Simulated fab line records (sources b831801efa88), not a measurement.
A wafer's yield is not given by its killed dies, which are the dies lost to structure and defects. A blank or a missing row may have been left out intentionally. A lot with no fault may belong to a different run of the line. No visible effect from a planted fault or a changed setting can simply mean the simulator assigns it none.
Which tool did it? / flow sky130 / 31 wafers from 11 lots sampled at 5 of the route's 708 steps

== WHAT EACH GAUGE READ, for each wafer ==
No reading from a measuring or inspecting step in the record can be judged against a usual standard deviation.

== WHICH TOOL RAN EACH LOT (tool, then ch and the chambers of the sampled wafers, then the start) ==
lot=L480; SKY_VT_ADJUST_PCH_STRIP_09=plasma asher-03 ch 0,1, day 11 00:40; SKY_LI_CONTACT_ETCH_14=rie diel-03 ch 1,2,3, day 30 04:05; SKY_VIA2_ETCH_15=rie diel-01 ch 1,2,3, day 37 05:04; SKY_VIA4_SOFTBAKE_07=litho track-03 ch 0, day 43 03:56; SKY_PAD_OPEN_PROBE_99=-
lot=L481; SKY_VT_ADJUST_PCH_STRIP_09=plasma asher-03 ch 0,1, day 11 11:14; SKY_LI_CONTACT_ETCH_14=rie diel-02 ch 0,2,3, day 30 09:38; SKY_VIA2_ETCH_15=rie diel-01 ch 0,3, day 37 10:52; SKY_VIA4_SOFTBAKE_07=litho track-04 ch 0, day 43 07:44; SKY_PAD_OPEN_PROBE_99=-
lot=L483; SKY_VT_ADJUST_PCH_STRIP_09=plasma asher-03 ch 0,1, day 11 23:37; SKY_LI_CONTACT_ETCH_14=rie diel-01 ch 1,3, day 30 22:05; SKY_VIA2_ETCH_15=rie diel-04 ch 1,3, day 37 23:04; SKY_VIA4_SOFTBAKE_07=litho track-03 ch 0, day 43 19:38; SKY_PAD_OPEN_PROBE_99=-
lot=L484; SKY_VT_ADJUST_PCH_STRIP_09=plasma asher-04 ch 1, day 12 10:01; SKY_LI_CONTACT_ETCH_14=rie diel-01 ch 0,1,2, day 31 11:29; SKY_VIA2_ETCH_15=rie diel-04 ch 1,2,3, day 38 10:28; SKY_VIA4_SOFTBAKE_07=litho track-03 ch 0, day 44 05:35; SKY_PAD_OPEN_PROBE_99=-
lot=L486; SKY_VT_ADJUST_PCH_STRIP_09=plasma asher-02 ch 0,1, day 13 01:01; SKY_LI_CONTACT_ETCH_14=rie diel-01 ch 2,3, day 32 01:35; SKY_VIA2_ETCH_15=rie diel-01 ch 0,2,3, day 38 22:49; SKY_VIA4_SOFTBAKE_07=litho track-04 ch 0, day 44 17:16; SKY_PAD_OPEN_PROBE_99=-
lot=L487; SKY_VT_ADJUST_PCH_STRIP_09=plasma asher-03 ch 0,1, day 13 05:04; SKY_LI_CONTACT_ETCH_14=rie diel-03 ch 0,2,3, day 32 03:01; SKY_VIA2_ETCH_15=rie diel-02 ch 0,3, day 39 01:56; SKY_VIA4_SOFTBAKE_07=litho track-01 ch 0, day 44 18:51; SKY_PAD_OPEN_PROBE_99=-
lot=L492; SKY_VT_ADJUST_PCH_STRIP_09=plasma asher-03 ch 1, day 14 20:56; SKY_LI_CONTACT_ETCH_14=rie diel-01 ch 2,3, day 33 16:25; SKY_VIA2_ETCH_15=rie diel-01 ch 0,1, day 40 10:32; SKY_VIA4_SOFTBAKE_07=litho track-04 ch 0, day 46 00:55; SKY_PAD_OPEN_PROBE_99=-
lot=L493; SKY_VT_ADJUST_PCH_STRIP_09=plasma asher-02 ch 0,1, day 15 09:02; SKY_LI_CONTACT_ETCH_14=rie diel-03 ch 0,3, day 34 07:49; SKY_VIA2_ETCH_15=rie diel-02 ch 1,2, day 41 01:44; SKY_VIA4_SOFTBAKE_07=litho track-04 ch 0, day 46 14:07; SKY_PAD_OPEN_PROBE_99=prober-01, day 49 12:53
lot=L498; SKY_VT_ADJUST_PCH_STRIP_09=plasma asher-04 ch 0,1, day 16 21:58; SKY_LI_CONTACT_ETCH_14=rie diel-01 ch 1,2,3, day 36 05:04; SKY_VIA2_ETCH_15=rie diel-04 ch 1,2,3, day 42 20:43; SKY_VIA4_SOFTBAKE_07=litho track-01 ch 0, day 48 00:31; SKY_PAD_OPEN_PROBE_99=-
lot=L499; SKY_VT_ADJUST_PCH_STRIP_09=plasma asher-03 ch 0,1, day 17 14:43; SKY_LI_CONTACT_ETCH_14=rie diel-01 ch 1,2, day 36 08:34; SKY_VIA2_ETCH_15=rie diel-01 ch 1,3, day 42 22:01; SKY_VIA4_SOFTBAKE_07=litho track-01 ch 0, day 48 04:06; SKY_PAD_OPEN_PROBE_99=-
lot=L501; SKY_VT_ADJUST_PCH_STRIP_09=plasma asher-02 ch 0, day 18 03:40; SKY_LI_CONTACT_ETCH_14=rie diel-01 ch 1,2, day 36 22:32; SKY_VIA2_ETCH_15=rie diel-01 ch 0,2, day 43 07:31; SKY_VIA4_SOFTBAKE_07=litho track-01 ch 0, day 48 10:42; SKY_PAD_OPEN_PROBE_99=-
- SKY_VT_ADJUST_PCH_STRIP_09: strips in O2/N2.
- SKY_LI_CONTACT_ETCH_14: etches BARC in N2/H2, stops on SiO2, time 45.9 s, target depth 60 nm.
- SKY_VIA2_ETCH_15: etches SiO2 in C4F8/O2/Ar, stops on TiN, target depth 546 nm, time 84 s.
- SKY_VIA4_SOFTBAKE_07: time 60 s.
- SKY_PAD_OPEN_PROBE_99

== WHAT THE TOOLS THEMSELVES READ (means of the sampled wafers that have a number; where no wafer has one, the mark that the record gives instead) ==
SKY_VT_ADJUST_PCH_STRIP_09.
lot=L480; tool=plasma asher-03; drypump motor current A (A)=5.63; o2 flow sccm (sccm)=2999; oes product au (a.u.)=0.722; strip time to endpoint s (s)=37.04
lot=L481; tool=plasma asher-03; drypump motor current A (A)=5.62; o2 flow sccm (sccm)=2994; oes product au (a.u.)=0.720; strip time to endpoint s (s)=36.90
lot=L483; tool=plasma asher-03; drypump motor current A (A)=5.62; o2 flow sccm (sccm)=3000; oes product au (a.u.)=0.722; strip time to endpoint s (s)=36.89
lot=L484; tool=plasma asher-04; drypump motor current A (A)=5.21; o2 flow sccm (sccm)=3006; oes product au (a.u.)=0.720; strip time to endpoint s (s)=37.00
lot=L486; tool=plasma asher-02; drypump motor current A (A)=5.57; o2 flow sccm (sccm)=3001; oes product au (a.u.)=0.723; strip time to endpoint s (s)=36.97
lot=L487; tool=plasma asher-03; drypump motor current A (A)=5.63; o2 flow sccm (sccm)=3000; oes product au (a.u.)=0.721; strip time to endpoint s (s)=36.97
lot=L492; tool=plasma asher-03; drypump motor current A (A)=5.75; o2 flow sccm (sccm)=3011; oes product au (a.u.)=0.720; strip time to endpoint s (s)=36.98
lot=L493; tool=plasma asher-02; drypump motor current A (A)=5.51; o2 flow sccm (sccm)=3002; oes product au (a.u.)=0.723; strip time to endpoint s (s)=36.94
lot=L498; tool=plasma asher-04; drypump motor current A (A)=5.33; o2 flow sccm (sccm)=3005; oes product au (a.u.)=0.721; strip time to endpoint s (s)=36.91
lot=L499; tool=plasma asher-03; drypump motor current A (A)=5.69; o2 flow sccm (sccm)=2996; oes product au (a.u.)=0.723; strip time to endpoint s (s)=37.11
lot=L501; tool=plasma asher-02; drypump motor current A (A)=5.34; o2 flow sccm (sccm)=3014; oes product au (a.u.)=0.724; strip time to endpoint s (s)=36.74

SKY_LI_CONTACT_ETCH_14.
lot=L480; tool=rie diel-03; drypump motor current A (A)=5.2; oes product au (a.u.)=0.852; rf fwd power W (W)=494.7; throttle valve pct (%)=13.223
lot=L481; tool=rie diel-02; drypump motor current A (A)=6.1; oes product au (a.u.)=0.856; rf fwd power W (W)=495.0; throttle valve pct (%)=13.218
lot=L483; tool=rie diel-01; drypump motor current A (A)=5.4; oes product au (a.u.)=0.851; rf fwd power W (W)=493.5; throttle valve pct (%)=13.230
lot=L484; tool=rie diel-01; drypump motor current A (A)=5.7; oes product au (a.u.)=0.859; rf fwd power W (W)=495.1; throttle valve pct (%)=13.225
lot=L486; tool=rie diel-01; drypump motor current A (A)=5.6; oes product au (a.u.)=0.852; rf fwd power W (W)=497.3; throttle valve pct (%)=13.227
lot=L487; tool=rie diel-03; drypump motor current A (A)=5.8; oes product au (a.u.)=0.853; rf fwd power W (W)=495.3; throttle valve pct (%)=13.229
lot=L492; tool=rie diel-01; drypump motor current A (A)=5.7; oes product au (a.u.)=0.859; rf fwd power W (W)=496.1; throttle valve pct (%)=13.239
lot=L493; tool=rie diel-03; drypump motor current A (A)=5.8; oes product au (a.u.)=0.855; rf fwd power W (W)=492.8; throttle valve pct (%)=13.221
lot=L498; tool=rie diel-01; drypump motor current A (A)=5.6; oes product au (a.u.)=0.857; rf fwd power W (W)=495.3; throttle valve pct (%)=13.227
lot=L499; tool=rie diel-01; drypump motor current A (A)=5.5; oes product au (a.u.)=0.851; rf fwd power W (W)=494.3; throttle valve pct (%)=13.224
lot=L501; tool=rie diel-01; drypump motor current A (A)=5.8; oes product au (a.u.)=0.851; rf fwd power W (W)=495.3; throttle valve pct (%)=13.229

SKY_VIA2_ETCH_15.
lot=L480; tool=rie diel-01; oes product au (a.u.)=0.941; rf fwd power W (W)=1493
lot=L481; tool=rie diel-01; oes product au (a.u.)=0.935; rf fwd power W (W)=1495
lot=L483; tool=rie diel-04; oes product au (a.u.)=0.938; rf fwd power W (W)=1483
lot=L484; tool=rie diel-04; oes product au (a.u.)=0.939; rf fwd power W (W)=1484
lot=L486; tool=rie diel-01; oes product au (a.u.)=0.940; rf fwd power W (W)=1493
lot=L487; tool=rie diel-02; oes product au (a.u.)=0.941; rf fwd power W (W)=1487
lot=L492; tool=rie diel-01; oes product au (a.u.)=0.939; rf fwd power W (W)=1490
lot=L493; tool=rie diel-02; oes product au (a.u.)=0.939; rf fwd power W (W)=1490
lot=L498; tool=rie diel-04; oes product au (a.u.)=0.938; rf fwd power W (W)=1487
lot=L499; tool=rie diel-01; oes product au (a.u.)=0.941; rf fwd power W (W)=1491
lot=L501; tool=rie diel-01; oes product au (a.u.)=0.937; rf fwd power W (W)=1487

SKY_VIA4_SOFTBAKE_07.
lot=L480; tool=litho track-03; exhaust pa (Pa)=44.7; heater power total W (W)=56.59; run length s (s)=89.08
lot=L481; tool=litho track-04; exhaust pa (Pa)=45.1; heater power total W (W)=56.59; run length s (s)=89.02
lot=L483; tool=litho track-03; exhaust pa (Pa)=44.9; heater power total W (W)=56.60; run length s (s)=89.12
lot=L484; tool=litho track-03; exhaust pa (Pa)=45.0; heater power total W (W)=56.60; run length s (s)=89.17
lot=L486; tool=litho track-04; exhaust pa (Pa)=44.5; heater power total W (W)=56.59; run length s (s)=89.10
lot=L487; tool=litho track-01; exhaust pa (Pa)=45.5; heater power total W (W)=56.59; run length s (s)=89.41
lot=L492; tool=litho track-04; exhaust pa (Pa)=44.5; heater power total W (W)=58.92; run length s (s)=82.64
lot=L493; tool=litho track-04; exhaust pa (Pa)=44.6; heater power total W (W)=58.95; run length s (s)=82.81
lot=L498; tool=litho track-01; exhaust pa (Pa)=44.7; heater power total W (W)=56.58; run length s (s)=89.26
lot=L499; tool=litho track-01; exhaust pa (Pa)=46.4; heater power total W (W)=56.66; run length s (s)=89.28
lot=L501; tool=litho track-01; exhaust pa (Pa)=45.6; heater power total W (W)=56.58; run length s (s)=89.25

SKY_PAD_OPEN_PROBE_99.
lot=L493; tool=prober-01; defect limited yield (%)=81.1; killed_at_M0_to_M3=54; killed_at_M4_up=4.0; killed at contacts=24; killed at front end=11; killed at other=0.0; killed dies=93; killed open=42; killed short=51; sort_bin_3_pad_short (%)=0.6; sort_bin_5_function (%)=11.4; sort_bin_6_memory (%)=6.9; sort n pass=399; sort yield pct (%)=81.1

== THE ANSWER, worked out from the rows above alone ==
Rule: the lots themselves supply what counts as usual. The widest of any qualifying gaps counts: lots, ordered by their means at a reading, are off when they make up no more than a third of the lots, leave a main group of 4 or more, and stand apart from it by 3 or more times the standard deviation of that group's means. If all means in a main group match to the digits the tables above print for the reading, that group is not used. Also off: a lot with no number at a reading for which 4 or more lots have one. Any other lot the step has rows for is counted as sound. First the gauges in route order, then the tools' own readings, where a lot's mean is used as printed above. At the first step where some lot is off, the reading lying furthest off is the one used; lots without a number count as furthest.
Off: L492, L493, at SKY_VIA4_SOFTBAKE_07 (heater power total W). Main group: mean 56.60 W, sd 0.023.
A tool fits if, at that step or a process step before it, it ran every lot that is off, and no sound lot after the first of them. One candidate fits, namely litho track-04 at SKY_VIA4_SOFTBAKE_07. A fault onset in the window from L486 (day 44 17:16, its last sound lot) to L492 (day 46 00:55, its first lot off) fits.
The tool's own readings at SKY_VIA4_SOFTBAKE_07 bear it out: on the lots that are off they differ by more than 5 times the standard deviation of the sound lots' means. heater power total W reads 58.94 W there against 56.60 W on the sound lots; run length s reads 82.72 s there against 89.19 s on the sound lots.

== WHAT THE SIMULATOR HAD INSERTED ==
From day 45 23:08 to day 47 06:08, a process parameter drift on litho track-04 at SKY_VIA4_SOFTBAKE_07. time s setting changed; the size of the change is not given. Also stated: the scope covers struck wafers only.
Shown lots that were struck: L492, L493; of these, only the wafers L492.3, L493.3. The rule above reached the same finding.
